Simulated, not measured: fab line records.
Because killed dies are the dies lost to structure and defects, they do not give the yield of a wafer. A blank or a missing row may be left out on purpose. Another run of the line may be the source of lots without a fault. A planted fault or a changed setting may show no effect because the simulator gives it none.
Comparing a struck lot with a sound one | flow sky130 | 43 out of 708 route steps
Sound: the wafers L637.2, L637.4, L637.6. Struck: wafer L646.2. (L646.1, L646.6 of the same lot were not struck and are left out.) The cause comes at the end.
At each step with rows: each side's tool, then ch and its chambers, then its first start. Under that, the readings that differ: sound wafers | struck wafers | difference of the means | sigmas: that difference in standard deviations of wafers without a fault.
alike: words and numbers the same on both sides, and readings whose means are apart by under 2 such deviations; not compared: readings that were withheld, readings missing a value for some wafer, numbers with overlapping values and no deviation given by the record, and bounds like >300 which may hide the same value.
The two part at a step that has a row with sigmas, a row that says differs or no value, or rows on one side only. Numbers that don't overlap but have no deviation are shown without sigmas and don't part them. A reading that every wafer of one side lacks parts them only if that side has two wafers or more.

first, 5 steps without rows for these wafers: SKY_VIA3_STRIP_16 (strips in O2/N2); SKY_VIA3_STRIP_17 (strips in post etch residue remover, time 1200 s); SKY_VIA3_CLEAN_18 (cleans in IPA, time 180 s); SKY_VIA3_CLEAN_19 (cleans in O3/DIW); SKY_VIA3_SPUTTER_20 (material TiN, target thk 20 nm, time 80 s).
SKY_VIA3_CVD_21: deposits W, target thk 390 nm, time 117.31 s.
  sound on cvd w-02 ch 1, day 41 06:49; struck on cvd w-02 ch 0, day 43 14:45
  reading            | sound       | struck | difference | sigmas
  heater power w (W) | 942 916 910 | 764    | -159       | -3
  alike: chamber pressure Torr
SKY_VIA3_RS_MEAS_22: a four-point-probe measurement.
  struck on film metro-03, day 43 15:00; sound on film metro-02, day 41 07:02
  alike: VIA3_W_RS
SKY_VIA3_THK_MEAS_23: measures by xrf.
  struck on film metro-03, day 43 15:07; sound on film metro-02, day 41 07:09
  alike: VIA3_W_THK
SKY_VIA3_CMP_24: polishes, stops on SiO2, t overpolish 20 s, target thk 0 nm.
  sound on cmp-01 ch 0,2, day 41 07:15; struck on cmp-02 ch 3, day 43 15:17
  alike: edge zone pressure frac, motor current A, overpolish run s, time to endpoint s
SKY_METAL4_SPUTTER_00: material Ti, target thk 15 nm, time 10 s.
  struck on pvd sputter-03, day 43 15:29; sound on pvd sputter-04, day 41 07:30
  alike: throttle valve pct
then, 2 steps without rows for these wafers: SKY_METAL4_SPUTTER_01 (material TiN, target thk 20 nm, time 16.7 s); SKY_METAL4_SPUTTER_02 (material AlCu, target thk 735 nm, time 39.1 s).
SKY_METAL4_SPUTTER_03: material Ti, target thk 5 nm, time 3.3 s.
  struck on pvd sputter-03, day 43 15:34; sound on pvd sputter-04, day 41 07:35
  alike: throttle valve pct
then, 1 step without rows for these wafers: SKY_METAL4_SPUTTER_04 (material TiN, target thk 70 nm, time 58.3 s).
SKY_CAP2M_CVD_00: deposits SiO2, target thk 15.5 nm.
  sound on pecvd-04 ch 0,1, day 41 07:39; struck on pecvd-04 ch 2, day 43 15:38
  alike: heater power w
SKY_CAP2M_THK_MEAS_01:
  struck on film metro-04, day 43 15:39; sound on film metro-04, day 41 07:41
  alike: CAP2M_CVD_00_THK
then, 1 step without rows for these wafers: SKY_CAP2M_SPUTTER_02 (material TiN, target thk 200 nm, time 166.7 s).
SKY_CAP2M_RS_MEAS_03: a four-point-probe measurement.
  struck on film metro-03, day 43 15:49; sound on film metro-03, day 41 07:52
  alike: CAP2M_TIN_RS
SKY_CAP2M_THK_MEAS_04: measures by xrf.
  struck on film metro-03, day 43 15:56; sound on film metro-03, day 41 07:59
  alike: CAP2M_TIN_THK
then, 7 steps without rows for these wafers: SKY_CAP2M_DEHYDRATE_05 (time 60 s); SKY_CAP2M_HMDS_06 (prime time 60 s); SKY_CAP2M_COAT_07 (resist thk 1140 nm); SKY_CAP2M_SOFTBAKE_08 (time 60 s); SKY_CAP2M_EXPOSE_09 (exposes mask CAP2M, target cd 1000 nm); SKY_CAP2M_PEB_10; SKY_CAP2M_DEVELOP_11 (develop time 60 s).
SKY_CAP2M_OVL_MEAS_12:
  struck on overlay-02, day 44 15:01; sound on overlay-02, day 42 07:35
  alike: CAP2M_OVL
SKY_CAP2M_METAL_ETCH_13: etches TiN in Cl2/BCl3, stops on SiO2, target depth 220 nm, time 62.9 s.
  sound on rie metal-01 ch 0,1, day 42 07:37; struck on rie metal-01 ch 1, day 44 15:02
  alike: chamber pressure mTorr, drypump motor current A, mfc cl2 sccm, oes product au, throttle valve pct
  not compared: rf hours counter h
then, 12 steps without rows for these wafers: SKY_CAP2M_STRIP_14 (strips in O2/N2); SKY_CAP2M_STRIP_15 (strips in post etch residue remover, time 1200 s); SKY_CAP2M_CLEAN_16 (cleans in IPA, time 180 s); SKY_CAP2M_CLEAN_17 (cleans in O3/DIW); SKY_METAL4_DEHYDRATE_05 (time 60 s); SKY_METAL4_HMDS_06 (prime time 60 s); SKY_METAL4_COAT_07 (resist thk 60 nm); SKY_METAL4_COAT_08 (resist thk 1140 nm); SKY_METAL4_SOFTBAKE_09 (time 90 s); SKY_METAL4_EXPOSE_10 (exposes mask MM4, target cd 300 nm); SKY_METAL4_PEB_11; SKY_METAL4_DEVELOP_12 (develop time 60 s).
SKY_METAL4_CD_MEAS_13: target cd 300 nm.
  struck on cd sem-02, day 45 15:22; sound on cd sem-01, day 43 07:53
  alike: cd nm
SKY_METAL4_OVL_MEAS_14:
  struck on overlay-01, day 45 15:29; sound on overlay-02, day 43 07:59
  reading         | sound   | struck | difference | sigmas
  METAL4_OVL (nm) | 8 10 17 | -1     | -13        | -2
-- the record jumps here: 4 days lie between the struck wafers' starts before and after (it left off in module METAL4 and takes up again in module PAD_OPEN, whose first step shown is number 708 of the route) --
SKY_PAD_OPEN_PROBE_99:
  struck on prober-02, day 49 07:11; sound on prober-02, day 47 10:38
  reading                               | sound             | struck                   | difference                   | sigmas
  hold                                  | - - -             | await dispo/4.4h/release | no value on the sound wafers |
  defect limited yield (%)              | 81.3 83.5 79.7    | 73.8                     | -7.7                         | -4
  killed_at_M4_up                       | 6 2 4             | 54                       | +50                          | +31
  killed dies                           | 92 81 100         | 129                      | +38                          | +4
  sort_bin_3_pad_short (%)              | 1.0 1.4 1.4       | 3.7                      | +2.4                         | +6
  sort_bin_5_function (%)               | 10.6 10.6 10.2    | 15.0                     | +4.5                         | +3
  sort n pass                           | 400 411 392       | 363                      | -38                          | -4
  sort yield pct (%)                    | 81.3 83.5 79.7    | 73.8                     | -7.7                         | -4
  model.etest.tester.sort n pass        | 400 411 392       | 363                      | -38                          |
  model.etest.tester.sort yield pct (%) | 81.3 83.54 79.67  | 73.78                    | -7.72                        |
  model.etest.tester.sort_bin_5_pct (%) | 10.57 10.57 10.16 | 15.04                    | +4.61                        |
  model.etest.tester.sort_bin_3_pct (%) | 1.016 1.423 1.423 | 3.659                    | +2.372                       |
  alike: killed_at_M0_to_M3, killed at contacts, killed at front end, killed at other, killed open, killed short, sort_bin_6_memory

WHERE THEY PART
Last at SKY_PAD_OPEN_PROBE_99 as far as this record goes, first at SKY_VIA3_CVD_21.

WHY: whatever the simulator had introduced
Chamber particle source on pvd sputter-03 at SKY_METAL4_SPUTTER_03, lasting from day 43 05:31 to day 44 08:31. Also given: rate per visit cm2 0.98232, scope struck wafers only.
